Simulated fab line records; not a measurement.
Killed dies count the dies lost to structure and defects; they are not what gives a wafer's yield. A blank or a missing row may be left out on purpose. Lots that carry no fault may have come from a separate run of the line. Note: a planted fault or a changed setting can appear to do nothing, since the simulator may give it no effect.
fab line records :: flow sky130
record
  lots=13
  wafers=39
  lastDay=52
route steps=708 shown VIA4@641 METAL5@661 PASSIVATION@681 PAD_OPEN@708
lots with no fault: from the same line, run without faults
startH: start of the lot's first displayed wafer, in hours after the record's first day :: waitH: hours elapsed since this lot's preceding step :: " as in the row above :: L1.1+2: a single row standing in for several wafers :: - no value present, or no start provided :: * or withheld: withheld :: < > ~ a bound
route shown NAME@n: a module of which the file shows steps, and the number in the route of the first :: usual: mean/standard deviation of fault-free wafers :: same: alike in all rows :: chamber/n: place in a boat :: sites: each site's reading :: _std_site: standard deviation across them :: _edge_site: mean of outer sites minus mean of inner sites :: radiusMm: how far each site lies from the wafer's centre :: mask NAME#n: copy n :: behind: the last tool/chamber to shape the wafer :: hold: the reason the lot was held/the length of the hold in hours/how it ended :: device: whichever transistor did not switch (one of n, p or np) :: end of line: at the end of the route, the tests of the same wafers :: step lacking rows: just its recipe :: killed: dies lost to structure and defects at the first sort, not the wafer's yield :: map: shows each die of a wafer: x if killed, . if not, _ if none is there
set.NAME: setting as actually run; set.NAME@STEP: the setting as run at that earlier step :: model.NAME: the simulator's own value behind a step, which no gauge read
the route's steps for a sample of lots (tables are steps, rows are wafers)
services: a tool's chamber out of use, with start hour (startH, from the record's first day; less than 0 if before it), hours out, and reason
## steps
# step SKY_VIA4_CMP_02
# recipe
  material=SiO2
  downForcePsi=4
  platenRpm=60
  padVelocityMS=0.94248
# usual
  edgeZonePressureFrac=1.001/0.0048
  motorCurrentA=11.7/0.92
lot.wafer: L619.1
tool: cmp-01
chamber: 2
startH: 938.50
waitH: 0.1
edgeZonePressureFrac: 1.003
motorCurrentA: 11.0

lot.wafer: L619.3
tool: cmp-01
chamber: 0
startH: 938.50
waitH: 0.1
edgeZonePressureFrac: 1.005
motorCurrentA: 10.2

lot.wafer: L619.6
tool: cmp-01
chamber: 1
startH: 938.50
waitH: 0.1
edgeZonePressureFrac: 0.995
motorCurrentA: 11.6

lot.wafer: L621.4
tool: cmp-02
chamber: 2
startH: 941.47
waitH: 0.0
edgeZonePressureFrac: 1.004
motorCurrentA: 13.2

lot.wafer: L621.1
tool: cmp-02
chamber: 3
startH: 941.47
waitH: 0.0
edgeZonePressureFrac: 0.999
motorCurrentA: 11.5

lot.wafer: L621.3
tool: cmp-02
chamber: 1
startH: 941.47
waitH: 0.0
edgeZonePressureFrac: 1.000
motorCurrentA: 10.5

lot.wafer: L624.1
tool: cmp-02
chamber: 0
startH: 961.07
waitH: 0.1
edgeZonePressureFrac: 1.003
motorCurrentA: 12.7

lot.wafer: L624.2
tool: cmp-02
chamber: 2
startH: 961.07
waitH: 0.1
edgeZonePressureFrac: 1.001
motorCurrentA: 13.4

lot.wafer: L624.6
tool: cmp-02
chamber: 0
startH: 961.07
waitH: 0.1
edgeZonePressureFrac: 1.010
motorCurrentA: 12.6

lot.wafer: L623.1
tool: cmp-02
chamber: 3
startH: 963.15
waitH: 0.1
edgeZonePressureFrac: 1.000
motorCurrentA: 11.6

lot.wafer: L623.4
tool: cmp-02
chamber: 1
startH: 963.15
waitH: 0.1
edgeZonePressureFrac: 0.999
motorCurrentA: 11.1

lot.wafer: L623.5
tool: cmp-02
chamber: 3
startH: 963.15
waitH: 0.1
edgeZonePressureFrac: 0.997
motorCurrentA: 11.5

lot.wafer: L625.2
tool: cmp-02
chamber: 3
startH: 975.12
waitH: 0.1
edgeZonePressureFrac: 0.998
motorCurrentA: 11.7

lot.wafer: L625.4
tool: cmp-02
chamber: 0
startH: 975.12
waitH: 0.1
edgeZonePressureFrac: 0.999
motorCurrentA: 12.5

lot.wafer: L625.6
tool: cmp-02
chamber: 1
startH: 975.12
waitH: 0.1
edgeZonePressureFrac: 1.000
motorCurrentA: 10.4

lot.wafer: L628.3
tool: cmp-02
chamber: 3
startH: 986.00
waitH: 0.0
edgeZonePressureFrac: 1.003
motorCurrentA: 11.2

lot.wafer: L628.1
tool: cmp-02
chamber: 2
startH: 986.00
waitH: 0.0
edgeZonePressureFrac: 0.999
motorCurrentA: 13.7

lot.wafer: L628.6
tool: cmp-02
chamber: 0
startH: 986.00
waitH: 0.0
edgeZonePressureFrac: 1.001
motorCurrentA: 12.0

lot.wafer: L631.1
tool: cmp-01
chamber: 0
startH: 1011.74
waitH: 0.6
edgeZonePressureFrac: 1.002
motorCurrentA: 10.3

lot.wafer: L631.4
tool: cmp-01
chamber: 2
startH: 1011.74
waitH: 0.6
edgeZonePressureFrac: 1.006
motorCurrentA: 10.9

lot.wafer: L631.3
tool: cmp-01
chamber: 3
startH: 1011.74
waitH: 0.6
edgeZonePressureFrac: 1.003
motorCurrentA: 11.9

lot.wafer: L632.4
tool: cmp-01
chamber: 3
startH: 1012.74
waitH: 0.2
edgeZonePressureFrac: 0.997
motorCurrentA: 12.3

lot.wafer: L632.1
tool: cmp-01
chamber: 0
startH: 1012.74
waitH: 0.2
edgeZonePressureFrac: 1.003
motorCurrentA: 10.4

lot.wafer: L632.6
tool: cmp-01
chamber: 2
startH: 1012.74
waitH: 0.2
edgeZonePressureFrac: 1.000
motorCurrentA: 11.5

lot.wafer: L633.1
tool: cmp-02
chamber: 3
startH: 1019.25
waitH: 0.1
edgeZonePressureFrac: 0.997
motorCurrentA: 11.6

lot.wafer: L633.2
tool: cmp-02
chamber: 0
startH: 1019.25
waitH: 0.1
edgeZonePressureFrac: 1.001
motorCurrentA: 11.9

lot.wafer: L633.5
tool: cmp-02
chamber: 0
startH: 1019.25
waitH: 0.1
edgeZonePressureFrac: 0.992
motorCurrentA: 11.3

lot.wafer: L636.2
tool: cmp-01
chamber: 1
startH: 1170.06
waitH: 0.2
edgeZonePressureFrac: 1.007
motorCurrentA: 12.6

lot.wafer: L636.4
tool: cmp-01
chamber: 0
startH: 1170.06
waitH: 0.2
edgeZonePressureFrac: 1.004
motorCurrentA: 10.1

lot.wafer: L636.6
tool: cmp-01
chamber: 2
startH: 1170.06
waitH: 0.2
edgeZonePressureFrac: 0.988
motorCurrentA: 11.2

lot.wafer: L637.4
tool: cmp-01
chamber: 2
startH: 1171.74
waitH: 0.1
edgeZonePressureFrac: 1.000
motorCurrentA: 12.0

lot.wafer: L637.2
tool: cmp-01
chamber: 0
startH: 1171.74
waitH: 0.1
edgeZonePressureFrac: 1.008
motorCurrentA: 10.1

lot.wafer: L637.6
tool: cmp-01
chamber: 3
startH: 1171.74
waitH: 0.1
edgeZonePressureFrac: 1.003
motorCurrentA: 12.4

lot.wafer: L640.4
tool: cmp-01
chamber: 3
startH: 1174.63
waitH: 0.5
edgeZonePressureFrac: 0.999
motorCurrentA: 12.8

lot.wafer: L640.2
tool: cmp-01
chamber: 0
startH: 1174.63
waitH: 0.5
edgeZonePressureFrac: 0.994
motorCurrentA: 10.6

lot.wafer: L640.6
tool: cmp-01
chamber: 2
startH: 1174.63
waitH: 0.5
edgeZonePressureFrac: 1.006
motorCurrentA: 11.3

lot.wafer: L641.3
tool: cmp-01
chamber: 3
startH: 1175.43
waitH: 0.8
edgeZonePressureFrac: 1.007
motorCurrentA: 12.0

lot.wafer: L641.2
tool: cmp-01
chamber: 0
startH: 1175.43
waitH: 0.8
edgeZonePressureFrac: 1.013
motorCurrentA: 10.5

lot.wafer: L641.5
tool: cmp-01
chamber: 0
startH: 1175.43
waitH: 0.8
edgeZonePressureFrac: 1.012
motorCurrentA: 10.5
# step SKY_METAL5_SPUTTER_00
# recipe
  material=Ti
  targetThkNm=15
  powerW=3000
  timeS=10
  chamberPressurePa=0.4
# usual
  throttleValvePct=29.4/1.1
lot.wafer: L619.1
tool: pvdSputter-04
chamber: -
startH: 964.78
waitH: 0.1
throttleValvePct: 32.1

lot.wafer: L619.3
tool: pvdSputter-04
chamber: -
startH: 964.78
waitH: 0.1
throttleValvePct: 28.9

lot.wafer: L619.6
tool: pvdSputter-04
chamber: -
startH: 964.78
waitH: 0.1
throttleValvePct: 28.3

lot.wafer: L621.1
tool: pvdSputter-04
chamber: -
startH: 968.22
waitH: 0.2
throttleValvePct: 28.9

lot.wafer: L621.3
tool: pvdSputter-04
chamber: -
startH: 968.22
waitH: 0.2
throttleValvePct: 32.0

lot.wafer: L621.4
tool: pvdSputter-04
chamber: -
startH: 968.22
waitH: 0.2
throttleValvePct: 28.2

lot.wafer: L624.1
tool: pvdSputter-02
chamber: -
startH: 988.04
waitH: 0.1
throttleValvePct: 29.8

lot.wafer: L624.2
tool: pvdSputter-02
chamber: -
startH: 988.04
waitH: 0.1
throttleValvePct: 29.2

lot.wafer: L624.6
tool: pvdSputter-02
chamber: -
startH: 988.04
waitH: 0.1
throttleValvePct: 30.1

lot.wafer: L623.1
tool: pvdSputter-03
chamber: -
startH: 990.46
waitH: 0.2
throttleValvePct: 28.8

lot.wafer: L623.4
tool: pvdSputter-03
chamber: -
startH: 990.46
waitH: 0.2
throttleValvePct: 29.2

lot.wafer: L623.5
tool: pvdSputter-03
chamber: -
startH: 990.46
waitH: 0.2
throttleValvePct: 29.9

lot.wafer: L625.2
tool: pvdSputter-03
chamber: -
startH: 1001.78
waitH: 0.2
throttleValvePct: 29.3

lot.wafer: L625.4
tool: pvdSputter-03
chamber: -
startH: 1001.78
waitH: 0.2
throttleValvePct: 28.8

lot.wafer: L625.6
tool: pvdSputter-03
chamber: -
startH: 1001.78
waitH: 0.2
throttleValvePct: 28.8

lot.wafer: L628.1
tool: pvdSputter-03
chamber: -
startH: 1012.34
waitH: 0.1
throttleValvePct: 28.4

lot.wafer: L628.3
tool: pvdSputter-03
chamber: -
startH: 1012.34
waitH: 0.1
throttleValvePct: 29.0

lot.wafer: L628.6
tool: pvdSputter-03
chamber: -
startH: 1012.34
waitH: 0.1
throttleValvePct: 29.9

lot.wafer: L631.1
tool: pvdSputter-04
chamber: -
startH: 1034.61
waitH: 0.2
throttleValvePct: 28.3

lot.wafer: L631.3
tool: pvdSputter-04
chamber: -
startH: 1034.61
waitH: 0.2
throttleValvePct: 32.2

lot.wafer: L631.4
tool: pvdSputter-04
chamber: -
startH: 1034.61
waitH: 0.2
throttleValvePct: 28.9

lot.wafer: L632.1
tool: pvdSputter-04
chamber: -
startH: 1036.51
waitH: 0.2
throttleValvePct: 29.0

lot.wafer: L632.4
tool: pvdSputter-04
chamber: -
startH: 1036.51
waitH: 0.2
throttleValvePct: 32.2

lot.wafer: L632.6
tool: pvdSputter-04
chamber: -
startH: 1036.51
waitH: 0.2
throttleValvePct: 28.4

lot.wafer: L633.1
tool: pvdSputter-03
chamber: -
startH: 1042.82
waitH: 0.1
throttleValvePct: 30.3

lot.wafer: L633.2
tool: pvdSputter-03
chamber: -
startH: 1042.82
waitH: 0.1
throttleValvePct: 29.1

lot.wafer: L633.5
tool: pvdSputter-03
chamber: -
startH: 1042.82
waitH: 0.1
throttleValvePct: 28.8

lot.wafer: L636.2
tool: pvdSputter-04
chamber: -
startH: 1189.99
waitH: 0.2
throttleValvePct: 28.2

lot.wafer: L636.4
tool: pvdSputter-04
chamber: -
startH: 1189.99
waitH: 0.2
throttleValvePct: 32.3

lot.wafer: L636.6
tool: pvdSputter-04
chamber: -
startH: 1189.99
waitH: 0.2
throttleValvePct: 31.9

lot.wafer: L637.2
tool: pvdSputter-02
chamber: -
startH: 1190.59
waitH: 0.2
throttleValvePct: 29.0

lot.wafer: L637.4
tool: pvdSputter-02
chamber: -
startH: 1190.59
waitH: 0.2
throttleValvePct: 29.8

lot.wafer: L637.6
tool: pvdSputter-02
chamber: -
startH: 1190.59
waitH: 0.2
throttleValvePct: 29.8

lot.wafer: L640.2
tool: pvdSputter-02
chamber: -
startH: 1191.49
waitH: 0.1
throttleValvePct: 29.8

lot.wafer: L640.4
tool: pvdSputter-02
chamber: -
startH: 1191.49
waitH: 0.1
throttleValvePct: 29.7

lot.wafer: L640.6
tool: pvdSputter-02
chamber: -
startH: 1191.49
waitH: 0.1
throttleValvePct: 28.9

lot.wafer: L641.2
tool: pvdSputter-04
chamber: -
startH: 1191.79
waitH: 0.1
throttleValvePct: 32.1

lot.wafer: L641.3
tool: pvdSputter-04
chamber: -
startH: 1191.79
waitH: 0.1
throttleValvePct: 28.0

lot.wafer: L641.5
tool: pvdSputter-04
chamber: -
startH: 1191.79
waitH: 0.1
throttleValvePct: 32.3
# step SKY_METAL5_SPUTTER_01
# recipe
  material=TiN
  targetThkNm=20
  powerW=6500
  timeS=16.7
  chamberPressurePa=0.4
# usual
  throttleValvePct=29.4/1.1
lot.wafer: L619.1
tool: pvdSputter-04
chamber: -
startH: 964.80
waitH: 0.0
throttleValvePct: 32.1

lot.wafer: L619.3
tool: pvdSputter-04
chamber: -
startH: 964.80
waitH: 0.0
throttleValvePct: 29.2

lot.wafer: L619.6
tool: pvdSputter-04
chamber: -
startH: 964.80
waitH: 0.0
throttleValvePct: 28.4

lot.wafer: L621.1
tool: pvdSputter-04
chamber: -
startH: 968.25
waitH: 0.0
throttleValvePct: 29.0

lot.wafer: L621.3
tool: pvdSputter-04
chamber: -
startH: 968.25
waitH: 0.0
throttleValvePct: 31.9

lot.wafer: L621.4
tool: pvdSputter-04
chamber: -
startH: 968.25
waitH: 0.0
throttleValvePct: 28.0

lot.wafer: L624.1
tool: pvdSputter-02
chamber: -
startH: 988.06
waitH: 0.0
throttleValvePct: 29.6

lot.wafer: L624.2
tool: pvdSputter-02
chamber: -
startH: 988.06
waitH: 0.0
throttleValvePct: 29.1

lot.wafer: L624.6
tool: pvdSputter-02
chamber: -
startH: 988.06
waitH: 0.0
throttleValvePct: 30.0

lot.wafer: L623.1
tool: pvdSputter-03
chamber: -
startH: 990.49
waitH: 0.0
throttleValvePct: 28.8

lot.wafer: L623.4
tool: pvdSputter-03
chamber: -
startH: 990.49
waitH: 0.0
throttleValvePct: 29.1

lot.wafer: L623.5
tool: pvdSputter-03
chamber: -
startH: 990.49
waitH: 0.0
throttleValvePct: 30.2

lot.wafer: L625.2
tool: pvdSputter-03
chamber: -
startH: 1001.80
waitH: 0.0
throttleValvePct: 29.2

lot.wafer: L625.4
tool: pvdSputter-03
chamber: -
startH: 1001.80
waitH: 0.0
throttleValvePct: 28.7

lot.wafer: L625.6
tool: pvdSputter-03
chamber: -
startH: 1001.80
waitH: 0.0
throttleValvePct: 28.5

lot.wafer: L628.1
tool: pvdSputter-03
chamber: -
startH: 1012.37
waitH: 0.0
throttleValvePct: 28.5

lot.wafer: L628.3
tool: pvdSputter-03
chamber: -
startH: 1012.37
waitH: 0.0
throttleValvePct: 29.1

lot.wafer: L628.6
tool: pvdSputter-03
chamber: -
startH: 1012.37
waitH: 0.0
throttleValvePct: 30.1

lot.wafer: L631.1
tool: pvdSputter-04
chamber: -
startH: 1034.63
waitH: 0.0
throttleValvePct: 28.2

lot.wafer: L631.3
tool: pvdSputter-04
chamber: -
startH: 1034.63
waitH: 0.0
throttleValvePct: 31.8

lot.wafer: L631.4
tool: pvdSputter-04
chamber: -
startH: 1034.63
waitH: 0.0
throttleValvePct: 28.9

lot.wafer: L632.1
tool: pvdSputter-04
chamber: -
startH: 1036.53
waitH: 0.0
throttleValvePct: 28.8

lot.wafer: L632.4
tool: pvdSputter-04
chamber: -
startH: 1036.53
waitH: 0.0
throttleValvePct: 32.0

lot.wafer: L632.6
tool: pvdSputter-04
chamber: -
startH: 1036.53
waitH: 0.0
throttleValvePct: 28.2

lot.wafer: L633.1
tool: pvdSputter-03
chamber: -
startH: 1042.84
waitH: 0.0
throttleValvePct: 30.2

lot.wafer: L633.2
tool: pvdSputter-03
chamber: -
startH: 1042.84
waitH: 0.0
throttleValvePct: 28.9

lot.wafer: L633.5
tool: pvdSputter-03
chamber: -
startH: 1042.84
waitH: 0.0
throttleValvePct: 29.0

lot.wafer: L636.2
tool: pvdSputter-04
chamber: -
startH: 1190.01
waitH: 0.0
throttleValvePct: 28.5

lot.wafer: L636.4
tool: pvdSputter-04
chamber: -
startH: 1190.01
waitH: 0.0
throttleValvePct: 32.1

lot.wafer: L636.6
tool: pvdSputter-04
chamber: -
startH: 1190.01
waitH: 0.0
throttleValvePct: 32.0

lot.wafer: L637.2
tool: pvdSputter-02
chamber: -
startH: 1190.61
waitH: 0.0
throttleValvePct: 28.8

lot.wafer: L637.4
tool: pvdSputter-02
chamber: -
startH: 1190.61
waitH: 0.0
throttleValvePct: 29.7

lot.wafer: L637.6
tool: pvdSputter-02
chamber: -
startH: 1190.61
waitH: 0.0
throttleValvePct: 29.9

lot.wafer: L640.2
tool: pvdSputter-02
chamber: -
startH: 1191.51
waitH: 0.0
throttleValvePct: 30.1

lot.wafer: L640.4
tool: pvdSputter-02
chamber: -
startH: 1191.51
waitH: 0.0
throttleValvePct: 29.8

lot.wafer: L640.6
tool: pvdSputter-02
chamber: -
startH: 1191.51
waitH: 0.0
throttleValvePct: 28.9

lot.wafer: L641.2
tool: pvdSputter-04
chamber: -
startH: 1191.81
waitH: 0.0
throttleValvePct: 32.0

lot.wafer: L641.3
tool: pvdSputter-04
chamber: -
startH: 1191.81
waitH: 0.0
throttleValvePct: 28.2

lot.wafer: L641.5
tool: pvdSputter-04
chamber: -
startH: 1191.81
waitH: 0.0
throttleValvePct: 32.2
# step SKY_PASSIVATION_CVD_00
# recipe
  material=SiO2
  targetThkNm=90
  tempC=400
  timeS=withheld
  rfW=600
# usual
  heaterPowerW=657/64
lot.wafer: L619.1
tool: pecvd-02
chamber: 0
startH: 991.47
waitH: 0.0
heaterPowerW: 695

lot.wafer: L619.3
tool: pecvd-02
chamber: 2
startH: 991.47
waitH: 0.0
heaterPowerW: 627

lot.wafer: L619.6
tool: pecvd-02
chamber: 2
startH: 991.47
waitH: 0.0
heaterPowerW: 642

lot.wafer: L621.1
tool: pecvd-03
chamber: 2
startH: 994.73
waitH: 0.0
heaterPowerW: 716

lot.wafer: L621.3
tool: pecvd-03
chamber: 1
startH: 994.73
waitH: 0.0
heaterPowerW: 523

lot.wafer: L621.4
tool: pecvd-03
chamber: 2
startH: 994.73
waitH: 0.0
heaterPowerW: 719

lot.wafer: L624.1
tool: pecvd-04
chamber: 2
startH: 1012.93
waitH: 0.0
heaterPowerW: 657

lot.wafer: L624.2
tool: pecvd-04
chamber: 1
startH: 1012.93
waitH: 0.0
heaterPowerW: 779

lot.wafer: L624.6
tool: pecvd-04
chamber: 2
startH: 1012.93
waitH: 0.0
heaterPowerW: 679

lot.wafer: L623.1
tool: pecvd-04
chamber: 0
startH: 1015.21
waitH: 0.0
heaterPowerW: 639

lot.wafer: L623.4
tool: pecvd-04
chamber: 1
startH: 1015.21
waitH: 0.0
heaterPowerW: 789

lot.wafer: L623.5
tool: pecvd-04
chamber: 2
startH: 1015.21
waitH: 0.0
heaterPowerW: 765

lot.wafer: L625.2
tool: pecvd-04
chamber: 1
startH: 1024.95
waitH: 0.0
heaterPowerW: 737

lot.wafer: L625.4
tool: pecvd-04
chamber: 2
startH: 1024.95
waitH: 0.0
heaterPowerW: 731

lot.wafer: L625.6
tool: pecvd-04
chamber: 1
startH: 1024.95
waitH: 0.0
heaterPowerW: 736

lot.wafer: L628.1
tool: pecvd-02
chamber: 0
startH: 1034.91
waitH: 0.0
heaterPowerW: 697

lot.wafer: L628.3
tool: pecvd-02
chamber: 1
startH: 1034.91
waitH: 0.0
heaterPowerW: 731

lot.wafer: L628.6
tool: pecvd-02
chamber: 0
startH: 1034.91
waitH: 0.0
heaterPowerW: 695

lot.wafer: L631.1
tool: pecvd-04
chamber: 0
startH: 1056.53
waitH: 0.0
heaterPowerW: 536

lot.wafer: L631.3
tool: pecvd-04
chamber: 2
startH: 1056.53
waitH: 0.0
heaterPowerW: 681

lot.wafer: L631.4
tool: pecvd-04
chamber: 1
startH: 1056.53
waitH: 0.0
heaterPowerW: 753

lot.wafer: L632.1
tool: pecvd-04
chamber: 1
startH: 1058.64
waitH: 0.0
heaterPowerW: 744

lot.wafer: L632.4
tool: pecvd-04
chamber: 2
startH: 1058.64
waitH: 0.0
heaterPowerW: 746

lot.wafer: L632.6
tool: pecvd-04
chamber: 0
startH: 1058.64
waitH: 0.0
heaterPowerW: 587

lot.wafer: L633.1
tool: pecvd-04
chamber: 0
startH: 1063.92
waitH: 0.0
heaterPowerW: 557

lot.wafer: L633.2
tool: pecvd-04
chamber: 1
startH: 1063.92
waitH: 0.0
heaterPowerW: 639

lot.wafer: L633.5
tool: pecvd-04
chamber: 0
startH: 1063.92
waitH: 0.0
heaterPowerW: 563

lot.wafer: L636.2
tool: pecvd-04
chamber: 0
startH: 1205.84
waitH: 0.0
heaterPowerW: 599

lot.wafer: L636.4
tool: pecvd-04
chamber: 1
startH: 1205.84
waitH: 0.0
heaterPowerW: 701

lot.wafer: L636.6
tool: pecvd-04
chamber: 0
startH: 1205.84
waitH: 0.0
heaterPowerW: 631

lot.wafer: L637.2
tool: pecvd-03
chamber: 2
startH: 1206.48
waitH: 0.0
heaterPowerW: 747

lot.wafer: L637.4
tool: pecvd-03
chamber: 0
startH: 1206.48
waitH: 0.0
heaterPowerW: 665

lot.wafer: L637.6
tool: pecvd-03
chamber: 1
startH: 1206.48
waitH: 0.0
heaterPowerW: 548

lot.wafer: L640.2
tool: pecvd-03
chamber: 0
startH: 1207.48
waitH: 0.0
heaterPowerW: 619

lot.wafer: L640.4
tool: pecvd-03
chamber: 2
startH: 1207.48
waitH: 0.0
heaterPowerW: 693

lot.wafer: L640.6
tool: pecvd-03
chamber: 0
startH: 1207.48
waitH: 0.0
heaterPowerW: 637

lot.wafer: L641.2
tool: pecvd-02
chamber: 2
startH: 1208.34
waitH: 0.0
heaterPowerW: 607

lot.wafer: L641.3
tool: pecvd-02
chamber: 2
startH: 1208.34
waitH: 0.0
heaterPowerW: 602

lot.wafer: L641.5
tool: pecvd-02
chamber: 2
startH: 1208.34
waitH: 0.0
heaterPowerW: 631
# step SKY_PAD_OPEN_PROBE_99
# usual
  defectLimitedYield=82.5/1.9
  killed_at_M0_to_M3=43/7
  killed_at_M4_up=2.7/1.6
  killedAtContacts=24/5.3
  killedAtFrontEnd=16/4.6
  killedAtOther=0.3/0.53
  killedDies=86/9.3
  killedOpen=47/6.9
  killedShort=38/6.1
  sort_bin_3_pad_short=0.9/0.4
  sort_bin_5_function=10.3/1.4
  sort_bin_6_memory=6.3/1.1
  sortNPass=406/9.3
  sortYieldPct=82.5/1.9
# same
  grossDies=492
  killedAtBackSide=0
  sort_bin_4_leakage[%]=0
  sort_bin_8_speed[%]=0
lot.wafer: L632.1
tool: prober-01
chamber: -
startH: 1098.91
waitH: 0.1
defectLimitedYield[%]: 72.4
killed_at_M0_to_M3: 58
killed_at_M4_up: 2
killedAtContacts: 18
killedAtFrontEnd: 8
killedAtOther: 50
killedDies: 136
killedOpen: 52
killedShort: 34
sort_bin_3_pad_short[%]: 2.8
sort_bin_5_function[%]: 16.9
sort_bin_6_memory[%]: 7.9
sortNPass: 356
sortYieldPct[%]: 72.4

lot.wafer: L632.4
tool: prober-01
chamber: -
startH: 1099.06
waitH: 0.2
defectLimitedYield[%]: 80.7
killed_at_M0_to_M3: 41
killed_at_M4_up: 3
killedAtContacts: 39
killedAtFrontEnd: 12
killedAtOther: 0
killedDies: 95
killedOpen: 56
killedShort: 39
sort_bin_3_pad_short[%]: 0.6
sort_bin_5_function[%]: 10.6
sort_bin_6_memory[%]: 8.1
sortNPass: 397
sortYieldPct[%]: 80.7

lot.wafer: L632.6
tool: prober-01
chamber: -
startH: 1099.16
waitH: 0.2
defectLimitedYield[%]: 82.1
killed_at_M0_to_M3: 52
killed_at_M4_up: 2
killedAtContacts: 22
killedAtFrontEnd: 11
killedAtOther: 1
killedDies: 88
killedOpen: 52
killedShort: 36
sort_bin_3_pad_short[%]: 0.2
sort_bin_5_function[%]: 12.8
sort_bin_6_memory[%]: 4.9
sortNPass: 404
sortYieldPct[%]: 82.1

lot.wafer: L633.1
tool: prober-02
chamber: -
startH: 1103.86
waitH: 0.1
defectLimitedYield[%]: 83.5
killed_at_M0_to_M3: 40
killed_at_M4_up: 2
killedAtContacts: 25
killedAtFrontEnd: 14
killedAtOther: 0
killedDies: 81
killedOpen: 45
killedShort: 36
sort_bin_3_pad_short[%]: 1.0
sort_bin_5_function[%]: 10.0
sort_bin_6_memory[%]: 5.5
sortNPass: 411
sortYieldPct[%]: 83.5

lot.wafer: L633.2
tool: prober-02
chamber: -
startH: 1103.91
waitH: 0.1
defectLimitedYield[%]: 73.6
killed_at_M0_to_M3: 39
killed_at_M4_up: 1
killedAtContacts: 22
killedAtFrontEnd: 18
killedAtOther: 50
killedDies: 130
killedOpen: 40
killedShort: 40
sort_bin_3_pad_short[%]: 2.6
sort_bin_5_function[%]: 16.5
sort_bin_6_memory[%]: 7.3
sortNPass: 362
sortYieldPct[%]: 73.6

lot.wafer: L633.5
tool: prober-02
chamber: -
startH: 1104.06
waitH: 0.2
defectLimitedYield[%]: 82.9
killed_at_M0_to_M3: 45
killed_at_M4_up: 2
killedAtContacts: 27
killedAtFrontEnd: 9
killedAtOther: 1
killedDies: 84
killedOpen: 47
killedShort: 37
sort_bin_3_pad_short[%]: 1.4
sort_bin_5_function[%]: 10.6
sort_bin_6_memory[%]: 5.1
sortNPass: 408
sortYieldPct[%]: 82.9
# killed by level:class
L632.1 PASSIVATION:unspecified=50 VIA3:geometricParticle:open=11 VIA1:geometricParticle:open=11 CONTACT:geometricParticle:open=9 VIA1:geometricParticle:short=8 METAL1:geometricParticle:short=7 VIA2:geometricParticle:open=6 LI_CONTACT:geometricParticle:open=6
L632.4 CONTACT:geometricParticle:open=16 LI_CONTACT:geometricParticle:open=12 VIA3:geometricParticle:open=8 VIA2:geometricParticle:open=8 METAL2:geometricParticle:short=6 CONTACT:geometricParticle:short=5 VIA1:geometricParticle:open=5 LOCAL_INTERCONNECT:geometricParticle:short=4
L632.6 VIA1:geometricParticle:open=16 VIA3:geometricParticle:open=11 LI_CONTACT:geometricParticle:open=7 METAL1:geometricParticle:short=6 VIA1:geometricParticle:short=5 METAL2:geometricParticle:short=5 FIELD_ISO:geometricParticle:open=4 POLY_GATE:geometricParticle:open=4
L633.1 CONTACT:geometricParticle:open=11 LI_CONTACT:geometricParticle:open=7 VIA1:geometricParticle:open=7 METAL2:geometricParticle:short=7 VIA2:geometricParticle:open=7 VIA3:geometricParticle:open=6 POLY_GATE:geometricParticle:short=5 VIA3:geometricParticle:short=4
L633.2 PASSIVATION:unspecified=50 VIA1:geometricParticle:open=12 FIELD_ISO:geometricParticle:short=6 POLY_GATE:geometricParticle:short=6 LI_CONTACT:geometricParticle:open=6 METAL2:geometricParticle:short=6 VIA3:geometricParticle:open=6 CONTACT:geometricParticle:open=5
L633.5 CONTACT:geometricParticle:open=9 VIA1:geometricParticle:open=9 VIA2:geometricParticle:open=6 LOCAL_INTERCONNECT:geometricParticle:short=6 METAL1:geometricParticle:short=6 LI_CONTACT:geometricParticle:open=5 FIELD_ISO:geometricParticle:open=4 CONTACT:geometricParticle:short=4
## services
tool: pecvd-04
chamber: -
startH: 927.56
hours: 0.9
kind: repair

tool: pecvd-02
chamber: -
startH: 964.99
hours: 2.8
kind: pm

tool: pvdSputter-04
chamber: -
startH: 975.92
hours: 9.6
kind: repair

tool: cmp-01
chamber: -
startH: 1008.04
hours: 0.6
kind: repair

tool: cmp-02
chamber: -
startH: 1009.75
hours: 2.4
kind: repair

tool: pecvd-04
chamber: -
startH: 1027.15
hours: 2.8
kind: pm

tool: cmp-01
chamber: -
startH: 1040.61
hours: 5.4
kind: pm

tool: cmp-02
chamber: -
startH: 1061.16
hours: 0.2
kind: repair

tool: pecvd-04
chamber: 0
startH: 1081.26
hours: 3.5
kind: repair

tool: cmp-02
chamber: -
startH: 1084.11
hours: 4.0
kind: pm

tool: pecvd-04
chamber: -
startH: 1099.78
hours: 0.5
kind: repair

tool: pvdSputter-02
chamber: -
startH: 1130.53
hours: 8.0
kind: repair

tool: cmp-01
chamber: -
startH: 1134.15
hours: 2.1
kind: repair

tool: cmp-01
chamber: -
startH: 1149.32
hours: 0.4
kind: repair

tool: cmp-02
chamber: -
startH: 1155.33
hours: 3.4
kind: repair

tool: cmp-02
chamber: -
startH: 1165.55
hours: 19.8
kind: pm

tool: pvdSputter-04
chamber: -
startH: 1173.54
hours: 5.8
kind: repair

tool: cmp-01
chamber: -
startH: 1177.83
hours: 4.0
kind: pm

tool: pvdSputter-02
chamber: -
startH: 1181.00
hours: 7.7
kind: repair

tool: cmp-01
chamber: -
startH: 1184.30
hours: 0.4
kind: repair

tool: cmp-02
chamber: -
startH: 1187.00
hours: 1.8
kind: repair

tool: cmp-01
chamber: -
startH: 1192.80
hours: 1.8
kind: repair

tool: cmp-02
chamber: -
startH: 1203.94
hours: 0.3
kind: repair

tool: cmp-01
chamber: -
startH: 1207.50
hours: 1.5
kind: repair
## key
firstSign
  step=SKY_PAD_OPEN_PROBE_99
  reading=killedAtOther
  direction=up
  sigmas=50
  usual=0.3
  struck=50
effect
  step=SKY_PAD_OPEN_PROBE_99
  reading=defectLimitedYield
  direction=down
  sigmas=5
  usual=82.5
  struck=73.0
metAt SKY_PASSIVATION_CVD_00
struckLots L632,L633
struckWafers L632.1,L633.2
notActingAt SKY_VIA4_CMP_02,SKY_METAL5_SPUTTER_00,SKY_METAL5_SPUTTER_01
onsetBetween 1056.53 1058.64
fault
  kind=chamberParticleSource
  tool=pecvd-04
  chamber=1
  onsetH=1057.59
  steps=SKY_PASSIVATION_CVD_00
  ratePerVisitCm2=0.85759
  endH=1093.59
